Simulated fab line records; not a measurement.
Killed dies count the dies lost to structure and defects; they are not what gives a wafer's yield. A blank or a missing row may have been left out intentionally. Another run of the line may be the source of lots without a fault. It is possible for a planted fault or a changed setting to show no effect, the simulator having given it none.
The tool behind it: which one? :: flow sky130 :: at 1 step of a route of 708, 10 lots with 30 wafers sampled

## WHAT EACH GAUGE READ, for each wafer
SKY_VIA2_THK_MEAS_23: measures by xrf.
lot: L817
measured: day 36 07:43
on: film metro-01
VIA2_W_THK (nm): 421 422 432

lot: L820
measured: day 37 10:06
on: film metro-01
VIA2_W_THK (nm): 417 422 416

lot: L821
measured: day 37 15:09
on: film metro-01
VIA2_W_THK (nm): 418 422 420

lot: L823
measured: day 38 09:01
on: film metro-03
VIA2_W_THK (nm): 415 415 416

lot: L824
measured: day 38 10:22
on: film metro-01
VIA2_W_THK (nm): 419 416 415

lot: L825
measured: day 38 16:03
on: film metro-01
VIA2_W_THK (nm): 413 414 411

lot: L826
measured: day 38 22:24
on: film metro-01
VIA2_W_THK (nm): 415 414 417

lot: L829
measured: day 39 19:33
on: film metro-01
VIA2_W_THK (nm): 419 418 421

lot: L830
measured: day 40 07:51
on: film metro-03
VIA2_W_THK (nm): 417 416 409

lot: L831
measured: day 40 11:11
on: film metro-03
VIA2_W_THK (nm): 412 414 413

## WHICH TOOL RAN EACH LOT (tool, then ch and the chambers of the sampled wafers, then the start)
The record shows no process step preceding these readings.

## THE ANSWER, worked out from the rows above alone
Rule: the lots themselves supply what counts as usual. The widest of any qualifying gaps counts: lots, ordered by their means at a reading, are off when they make up no more than a third of the lots, leave a main group of 4 or more, and stand apart from it by 3 or more times the standard deviation of that group's means. If all means in a main group match to the digits the tables above print for the reading, that group is not used. Also off: a lot with no number at a reading for which 4 or more lots have one. The other lots that the step has rows for count as sound.
No lot is off at any reading shown: from this, nothing can be told.

## WHAT WAS PUT IN BY THE SIMULATOR
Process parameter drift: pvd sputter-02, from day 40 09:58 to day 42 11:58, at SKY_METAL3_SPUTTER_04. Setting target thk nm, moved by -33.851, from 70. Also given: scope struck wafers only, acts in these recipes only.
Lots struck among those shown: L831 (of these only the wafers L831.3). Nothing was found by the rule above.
